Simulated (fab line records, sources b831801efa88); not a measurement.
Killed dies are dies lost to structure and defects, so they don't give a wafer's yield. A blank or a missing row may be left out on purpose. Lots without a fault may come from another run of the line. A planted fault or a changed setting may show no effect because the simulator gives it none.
One fault seen from 2 desks | flow gf180mcu | each desk has only its own numbers; what lay behind them comes last

THE METROLOGY DESK
What the gauges read, lot by lot, whatever tool the lot ran on: means of the sampled wafers that have a number. A lot is out of limits, marked OUT, if its mean lies more than 4 standard deviations from the usual mean; the brackets give that distance.
Columns: A = NWELL_OVL at GF_NWELL_OVL_MEAS_07, usual -1.8 nm; B = LVPWELL_OVL at GF_LVPWELL_OVL_MEAS_07, usual 0.0 nm; C = VT_IMPLANT_TW at GF_VT_IMPLANT_TW_MEAS_10, usual 562; D = VT_IMPLANT_3_TW at GF_VT_IMPLANT_TW_MEAS_32, usual 269
lot  | first seen here | A    | B    | C   | D
L645 | day 3 06:26     | -1.3 | -0.6 | 554 | 265
L647 | day 3 19:13     | -0.2 | 0.0  | 566 | 264
L648 | day 3 23:10     | -0.4 | -0.5 | 571 | 268
L649 | day 4 03:44     | -3.0 | -0.5 | 575 | 269
L650 | day 4 11:10     | -2.9 | 0.8  | 572 | 274
L653 | day 5 06:34     | -3.7 | 0.1  | 590 | 274
L654 | day 5 09:11     | -2.3 | 1.5  | 550 | 265
L656 | day 5 20:16     | -1.9 | -4.0 | 577 | 274
L661 | day 6 23:11     | -1.0 | -0.9 | 554 | 265
L664 | day 7 13:35     | -1.4 | -0.4 | 554 | 265
L665 | day 7 21:08     | -0.9 | 0.3  | 572 | 274
L666 | day 8 03:25     | -1.5 | 1.9  | 551 | 266
L667 | day 8 06:56     | -1.8 | 0.8  | 554 | 266
L668 | day 8 12:29     | -3.0 | 1.9  | 565 | 273
This desk's finding: nothing out of limits on any of the 14 lots.

THE TOOL OWNER'S DESK: implanter-02
The tool's own readings at GF_VT_IMPLANT_IMPLANT_08: means of the sampled wafers that have a number, for each lot that ran on this tool. A lot is out of limits, marked OUT, if its mean lies more than 4 standard deviations from the usual mean; the brackets give that distance.
Columns: A = beam_on_s at GF_VT_IMPLANT_IMPLANT_08, usual 9.98 s; B = dose_ions_cm2 at GF_VT_IMPLANT_IMPLANT_08, usual 8.289e+12; C = end_station_pressure_torr at GF_VT_IMPLANT_IMPLANT_08, usual 5.06e-06 Torr; D = faraday_current_uA at GF_VT_IMPLANT_IMPLANT_08, usual 46.9; E = tilt_deg at GF_VT_IMPLANT_IMPLANT_08, usual 7.002 degrees
lot  | first seen here | A                | B         | C        | D               | E
L645 | day 5 11:39     | 10.02            | 8.270e+12 | 5.01e-06 | 46.7            | 6.988
L648 | day 6 07:58     | 10.18            | 8.295e+12 | 4.99e-06 | 45.9            | 7.007
L649 | day 6 12:48     | 9.81             | 8.300e+12 | 4.80e-06 | 47.6            | 7.004
L650 | day 6 20:17     | 10.01            | 8.292e+12 | 4.94e-06 | 46.8            | 6.998
L653 | day 7 20:03     | 11.08 (+5.8) OUT | 8.295e+12 | 4.76e-06 | 42.2 (-5.3) OUT | 7.005
L656 | day 8 10:58     | 11.00 (+5.4) OUT | 8.284e+12 | 5.03e-06 | 42.5 (-5.0) OUT | 7.009
This desk's finding: out of limits on L653, L656; first on L653, day 7 20:03 (beam_on_s at GF_VT_IMPLANT_IMPLANT_08). In limits: L645, L648, L649, L650.

PUT TOGETHER
The tool owner's desk could have raised an alarm at day 7 20:03, on L653, L656.
The metrology desk saw nothing out of limits.
The metrology desk has L653, L656 on record, within its limits.
Of the lots named, all ran GF_VT_IMPLANT_IMPLANT_08 on implanter-02.

WHAT THE SIMULATOR HAD PUT IN
Process parameter drift: implanter-02, from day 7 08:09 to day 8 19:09, at GF_VT_IMPLANT_IMPLANT_08. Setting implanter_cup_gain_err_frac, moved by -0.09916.
Lots struck among those shown: L653, L656.
Hours from the fault's start to each desk's first reading out of limits: the tool owner's desk, 12.
